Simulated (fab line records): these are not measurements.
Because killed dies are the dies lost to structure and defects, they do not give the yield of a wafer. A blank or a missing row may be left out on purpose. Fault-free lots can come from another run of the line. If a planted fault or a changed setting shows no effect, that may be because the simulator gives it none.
Which tool is to blame? | flow gf180mcu | at 1 step of a route of 602, 7 lots with 21 wafers sampled

## WHAT EACH GAUGE READ, for each wafer
GF_V5_CD_MEAS_14: target cd 260 nm.
lot  | measured     | on       | cdNm (nm)
L949 | day 27 20:17 | cdSem-01 | 259.5 259.6 260.4
L953 | day 28 22:26 | cdSem-02 | 259.9 260.2 259.9
L958 | day 30 09:18 | cdSem-02 | 260.7 259.2 261.2
L964 | day 32 02:22 | cdSem-02 | 260.2 260.8 260.5
L967 | day 32 17:34 | cdSem-01 | 259.6 260.2 259.7
L968 | day 33 00:14 | cdSem-02 | 258.5 258.4 259.6
L971 | day 33 03:17 | cdSem-01 | 259.1 259.0 259.3

## TOOL THAT RAN EACH LOT (tool first, then ch and the chambers of the sampled wafers, then the start)
The record shows no process step preceding these readings.

## THE ANSWER, worked out from the rows above alone
Rule: the usual values come from the lots themselves. Put in order of their means at a reading, lots are off if they are a third of the lots or fewer, leave a main group of 4 or more, and stand apart from it by a gap of 3 or more times the standard deviation of the main group's means; of several such gaps the widest counts. A main group is skipped when, at the precision printed for the reading in the tables above, its means are all equal. A lot without any number at a reading at which 4 lots or more have one is off too. Any other lot the step has rows for is counted as sound.
Nothing can be told from this: no lot is off at any reading shown.

## WHAT THE SIMULATOR HAD PUT IN
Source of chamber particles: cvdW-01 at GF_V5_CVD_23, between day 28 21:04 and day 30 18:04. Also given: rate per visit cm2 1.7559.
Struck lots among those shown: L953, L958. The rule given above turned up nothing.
